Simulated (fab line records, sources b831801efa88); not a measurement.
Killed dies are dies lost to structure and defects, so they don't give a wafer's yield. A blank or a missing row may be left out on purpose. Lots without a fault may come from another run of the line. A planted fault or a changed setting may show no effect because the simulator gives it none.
Which tool did it? | flow sky130 | 10 lots, 29 wafers sampled, at 7 steps of a route of 708

WHAT THE GAUGES READ, wafer by wafer
SKY_SPACER_THK_MEAS_01. Usual: SPACER_CVD_00_THK 42.7 nm, standard deviation 0.42.
lot  | measured     | on            | SPACER_CVD_00_THK (nm) | flag
L652 | day 23 20:56 | film_metro-03 | 43.2 43.1 42.9         |
L653 | day 24 21:01 | film_metro-03 | 42.7 42.8 42.4         |
L655 | day 25 05:10 | film_metro-01 | 42.9 42.7 42.1         |
L658 | day 26 21:38 | film_metro-01 | 42.8 42.8 42.8         |
L663 | day 29 18:07 | film_metro-02 | 42.6 42.6 42.3         |
L666 | day 29 18:07 | film_metro-01 | 42.9 42.7 42.8         |
L665 | day 29 19:20 | film_metro-03 | 42.8 43.3 42.5         |
L664 | day 29 19:19 | film_metro-01 | 42.0 42.2 42.0         |
L670 | day 30 19:22 | film_metro-02 | 42.6 42.0              |
L671 | day 31 15:02 | film_metro-03 | 42.6 42.9 42.8         |

SKY_SD_P_TW_MEAS_11. Usual: SD_P_TW 2827, standard deviation 18.
lot  | measured     | on            | SD_P_TW        | flag
L652 | day 26 09:14 | film_metro-03 | 2816 2801 2818 |
L653 | day 27 09:28 | film_metro-04 | 2815 2830 2826 |
L655 | day 27 17:13 | film_metro-03 | 2815 2808 2810 |
L658 | day 29 07:19 | film_metro-02 | 2836 2857 2840 |
L663 | day 32 02:58 | film_metro-02 | 2861 2855 2870 |
L666 | day 32 02:37 | film_metro-03 | 2813 2812 2826 |
L665 | day 32 04:23 | film_metro-03 | 2821 2816 2804 |
L664 | day 32 04:40 | film_metro-03 | 2807 2809 2809 |
L670 | day 33 02:26 | film_metro-03 | 2802 2805      |
L671 | day 33 19:19 | film_metro-02 | 2834 2828 2819 |

SKY_RES_XHIGH_TW_MEAS_09. Usual: RES_XHIGH_TW 1642, standard deviation 9.6.
lot  | measured     | on            | RES_XHIGH_TW   | flag
L652 | day 27 14:53 | film_metro-02 | 1656 1658 1651 |
L653 | day 28 14:45 | film_metro-04 | 1635 1639 1645 |
L655 | day 28 22:39 | film_metro-02 | 1645 1633 1635 |
L658 | day 30 12:47 | film_metro-02 | 1647 1644 1645 |
L663 | day 33 04:49 | film_metro-04 | 1648 1647 1656 |
L666 | day 33 04:30 | film_metro-02 | 1639 1646 1636 |
L665 | day 33 05:47 | film_metro-04 | 1650 1650 1641 |
L664 | day 33 06:40 | film_metro-03 | 1626 1623 1625 |
L670 | day 34 02:06 | film_metro-02 | 1474 1651      | OFF
L671 | day 34 18:34 | film_metro-03 | 1630 1639 1464 | OFF

SKY_SD_N_RS_MEAS_18: measures by four-point-probe. Usual: RES_XHIGH_RS 333.3 ohm/sq, standard deviation 0.89.
lot  | measured     | on            | RES_XHIGH_RS (ohm/sq) | flag
L652 | day 28 20:30 | film_metro-03 | 333.0 331.6 332.1     |
L653 | day 29 20:29 | film_metro-03 | 333.1 332.5 333.2     |
L655 | day 30 03:45 | film_metro-02 | 333.0 333.1 333.8     |
L658 | day 31 16:59 | film_metro-03 | 332.8 332.0 333.1     |
L663 | day 34 05:30 | film_metro-02 | 332.5 332.5 332.0     |
L666 | day 34 04:23 | film_metro-03 | 333.8 332.8 334.0     |
L665 | day 34 06:29 | film_metro-02 | 335.7 335.3 334.2     |
L664 | day 34 07:51 | film_metro-02 | 332.9 334.0 334.5     |
L670 | day 35 04:02 | film_metro-04 | 447.5 332.2           | OFF
L671 | day 35 22:13 | film_metro-03 | 331.8 332.8 448.6     | OFF

WHICH TOOL RAN EACH LOT (tool, then ch and the chambers of the sampled wafers, then the start)
lot  | SKY_LDD_P_STRIP_10                   | SKY_RES_XHIGH_IMPLANT_07        | SKY_RES_XHIGH_STRIP_08
L652 | plasma_asher-02 ch 0,1, day 19 22:40 | implanter-04 ch 0, day 27 14:38 | plasma_asher-04 ch 0,1, day 27 14:46
L653 | plasma_asher-03 ch 0,1, day 20 20:40 | implanter-03 ch 0, day 28 14:30 | plasma_asher-03 ch 0,1, day 28 14:39
L655 | plasma_asher-01 ch 0,1, day 21 07:04 | implanter-04 ch 0, day 28 22:24 | plasma_asher-03 ch 0,1, day 28 22:33
L658 | plasma_asher-02 ch 0,1, day 22 22:01 | implanter-04 ch 0, day 30 12:33 | plasma_asher-01 ch 0,1, day 30 12:40
L663 | plasma_asher-02 ch 1, day 25 23:10   | implanter-04 ch 0, day 33 04:35 | plasma_asher-03 ch 0,1, day 33 04:42
L666 | plasma_asher-03 ch 0,1, day 25 23:28 | implanter-03 ch 0, day 33 04:15 | plasma_asher-04 ch 0,1, day 33 04:24
L665 | plasma_asher-01 ch 0,1, day 25 23:36 | implanter-04 ch 0, day 33 05:34 | plasma_asher-03 ch 0,1, day 33 05:42
L664 | plasma_asher-03 ch 0, day 26 01:40   | implanter-02 ch 0, day 33 06:25 | plasma_asher-01 ch 0,1, day 33 06:34
L670 | plasma_asher-03 ch 0, day 27 03:46   | implanter-04 ch 0, day 34 01:51 | plasma_asher-03 ch 0, day 34 02:00
L671 | plasma_asher-02 ch 0,1, day 27 23:43 | implanter-04 ch 0, day 34 18:20 | plasma_asher-03 ch 0, day 34 18:27
- SKY_LDD_P_STRIP_10: strips in O2/N2.
- SKY_RES_XHIGH_IMPLANT_07
- SKY_RES_XHIGH_STRIP_08: strips in O2/N2.

WHAT THE TOOLS THEMSELVES READ (means of the sampled wafers that have a number; where no wafer has one, the mark that the record gives instead)
SKY_LDD_P_STRIP_10. Usual: chamber_pressure_mTorr 1500.0 mTorr, standard deviation 1.3; drypump_motor_current_A 5.9 A, standard deviation 0.43; o2_flow_sccm 3000 sccm, standard deviation 9.5; oes_product_au 0.715 a.u., standard deviation 0.0043; strip_time_to_endpoint_s 14.18 s, standard deviation 0.038.
lot  | tool            | chamber_pressure_mTorr (mTorr) | drypump_motor_current_A (A) | o2_flow_sccm (sccm) | oes_product_au (a.u.) | strip_time_to_endpoint_s (s) | flag
L652 | plasma_asher-02 | 1499.3                         | 6.4                         | 2995                | 0.713                 | 14.16                        |
L653 | plasma_asher-03 | 1499.7                         | 5.6                         | 2997                | 0.715                 | 14.16                        |
L655 | plasma_asher-01 | 1499.8                         | 5.7                         | 2988                | 0.722                 | 14.18                        |
L658 | plasma_asher-02 | 1500.7                         | 6.4                         | 3005                | 0.712                 | 14.23                        |
L663 | plasma_asher-02 | 1499.4                         | 6.3                         | 2985                | 0.716                 | 14.20                        |
L666 | plasma_asher-03 | 1498.5                         | 5.4                         | 2993                | 0.723                 | 14.19                        |
L665 | plasma_asher-01 | 1501.1                         | 5.6                         | 3005                | 0.714                 | 14.16                        |
L664 | plasma_asher-03 | 1500.3                         | 5.7                         | 3006                | 0.714                 | 14.16                        |
L670 | plasma_asher-03 | 1499.0                         | 5.8                         | 2998                | 0.718                 | 14.16                        |
L671 | plasma_asher-02 | 1499.8                         | 6.3                         | 2996                | 0.715                 | 14.17                        |

SKY_RES_XHIGH_IMPLANT_07. Usual: dose_ions_cm2 3.601e+14, standard deviation 4e+11.
lot  | tool         | dose_ions_cm2 | flag
L652 | implanter-04 | 3.599e+14     |
L653 | implanter-03 | 3.601e+14     |
L655 | implanter-04 | 3.602e+14     |
L658 | implanter-04 | 3.601e+14     |
L663 | implanter-04 | 3.593e+14     |
L666 | implanter-03 | 3.600e+14     |
L665 | implanter-04 | 3.602e+14     |
L664 | implanter-02 | 3.600e+14     |
L670 | implanter-04 | 3.602e+14     |
L671 | implanter-04 | 3.595e+14     |

SKY_RES_XHIGH_STRIP_08. Usual: chamber_pressure_mTorr 1500.1 mTorr, standard deviation 1.2; drypump_motor_current_A 5.6 A, standard deviation 0.36; o2_flow_sccm 2999 sccm, standard deviation 10; oes_product_au 0.711 a.u., standard deviation 0.0048; strip_time_to_endpoint_s 14.26 s, standard deviation 0.037.
lot  | tool            | chamber_pressure_mTorr (mTorr) | drypump_motor_current_A (A) | o2_flow_sccm (sccm) | oes_product_au (a.u.) | strip_time_to_endpoint_s (s) | flag
L652 | plasma_asher-04 | 1499.9                         | 5.5                         | 3006                | 0.713                 | 14.31                        |
L653 | plasma_asher-03 | 1500.2                         | 5.7                         | 3004                | 0.713                 | 14.22                        |
L655 | plasma_asher-03 | 1501.3                         | 5.4                         | 3002                | 0.707                 | 14.25                        |
L658 | plasma_asher-01 | 1500.6                         | 5.7                         | 3009                | 0.709                 | 14.22                        |
L663 | plasma_asher-03 | 1500.5                         | 5.6                         | 3003                | 0.712                 | 14.24                        |
L666 | plasma_asher-04 | 1500.5                         | 5.5                         | 3001                | 0.713                 | 14.24                        |
L665 | plasma_asher-03 | 1500.4                         | 5.6                         | 3010                | 0.712                 | 14.27                        |
L664 | plasma_asher-01 | 1500.7                         | 5.7                         | 3001                | 0.713                 | 14.26                        |
L670 | plasma_asher-03 | 1499.7                         | 5.8                         | 2999                | 0.713                 | 14.21                        |
L671 | plasma_asher-03 | 1500.0                         | 5.8                         | 2999                | 0.712                 | 14.21                        |

THE ANSWER, worked out from the rows above alone
Rule: a lot is off if the mean of its wafers that have a number lies more than 3 standard deviations from the usual mean. A lot without any number at a reading at which 4 lots or more have one is off too. The other lots that the step has rows for count as sound. The gauges are gone through in route order, then the tools' own readings, and for those a lot's mean is taken as printed above. The first step at which some lot is off is used, and at that step the reading that is off furthest; a lot without a number counts as furthest.
Off: L670, L671, at SKY_RES_XHIGH_TW_MEAS_09 (RES_XHIGH_TW).
A tool fits if, at a process step before that reading, it ran every lot that is off, and no sound lot after the first of them. The gauges at SKY_RES_XHIGH_TW_MEAS_09 are tried like those tools. Can't be told from this: 2 tools fit, implanter-04 at SKY_RES_XHIGH_IMPLANT_07, plasma_asher-03 at SKY_RES_XHIGH_STRIP_08.

WHAT THE SIMULATOR HAD PUT IN
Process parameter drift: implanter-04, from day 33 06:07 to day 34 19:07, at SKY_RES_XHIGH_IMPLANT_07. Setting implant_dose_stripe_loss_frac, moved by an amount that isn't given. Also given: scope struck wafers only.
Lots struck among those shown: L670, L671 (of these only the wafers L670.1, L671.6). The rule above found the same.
